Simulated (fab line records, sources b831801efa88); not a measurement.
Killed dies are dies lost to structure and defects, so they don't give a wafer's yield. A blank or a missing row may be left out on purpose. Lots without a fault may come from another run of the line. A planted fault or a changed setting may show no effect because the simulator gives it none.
Problem report in the 8D (eight disciplines) form, filled by code | flow sfq_line | the parts of the form that need people (team, actions taken, sign-off) are left out

1. THE PROBLEM
spin_speed_rpm at SFQ_TRILAYER_M4_LITHO_COAT_093 reads a mean of 2842.6 rpm on 5 wafers of 2 lots; wafers without a fault read 2999.8 rpm with a standard deviation of 1.9. That is -83 standard deviations from the usual mean.
The step: resist thk 600 nm.
First seen on wafer L851.3, day 57 07:34, on litho_track-03. The record holds 41 wafers of 14 lots with a number at this step. Rule for "out", or "out of limits": more than 4 standard deviations from the usual mean. The other wafers with a number count as sound.

2. WHAT IT IS AND WHAT IT IS NOT
question                    | is                     | is not
which readings at this step | spin_speed_rpm         | -
which lots                  | L851, L852             | L831, L832, L834, L835, L836, L837, L840, L841, L842, L843, L849, L854
which wafers of those lots  | all that have a number | -
read on which tools         | litho_track-03         | litho_track-01, litho_track-02
when                        | from day 57 07:34      | up to then (33 sound wafers); but 3 sound wafers of L854 came after

3. SUSPECTS, AND WHAT RULES EACH OUT
Counting: a tool at a process step up to the reading stays a suspect if it ran every lot that is out and no sound lot after the first of them.
- litho_track-03 at SFQ_TRILAYER_M4_LITHO_COAT_093 (resist thk 600 nm): kept. It ran every lot that is out, first L851 (day 57 07:34), and no sound lot after that; its last sound lot up to then is L849 (day 56 21:19). Its own readings are out on those wafers: spin_speed_rpm.
Left after counting: litho_track-03 at SFQ_TRILAYER_M4_LITHO_COAT_093.

4. THE CAUSE (what the simulator had put in)
Process parameter drift: litho_track-03, from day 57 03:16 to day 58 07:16, at SFQ_TRILAYER_M4_LITHO_COAT_093. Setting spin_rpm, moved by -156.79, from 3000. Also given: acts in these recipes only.
Counting left only this tool.

5. THE CHAIN OF EFFECTS, in route order
Each row: a reading whose mean over the struck wafers that have a number lies more than 3 standard deviations from the usual. Only readings for which the record gives a usual standard deviation are gone through. hours: the time from each lot's start at the first step in this table that gives one to its start at this step, as a median over the lots. sigmas: the change in usual standard deviations.
hours | step                           | reading        | usual      | on struck wafers | change | sigmas
0     | SFQ_TRILAYER_M4_LITHO_COAT_093 | spin_speed_rpm | 2999.8 rpm | 2842.6           | -157.2 | -83
The process steps in it:
- SFQ_TRILAYER_M4_LITHO_COAT_093: resist thk 600 nm.
Later measuring or inspecting steps at which every struck wafer that the step has a row for has a number for every such reading, and none has moved that far: SFQ_I7_BOW_MEAS_946.

6. WHAT WOULD HAVE CAUGHT IT SOONER
In this record the first reading out of limits was taken at day 57 07:34, 4 hours after the fault began at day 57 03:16.
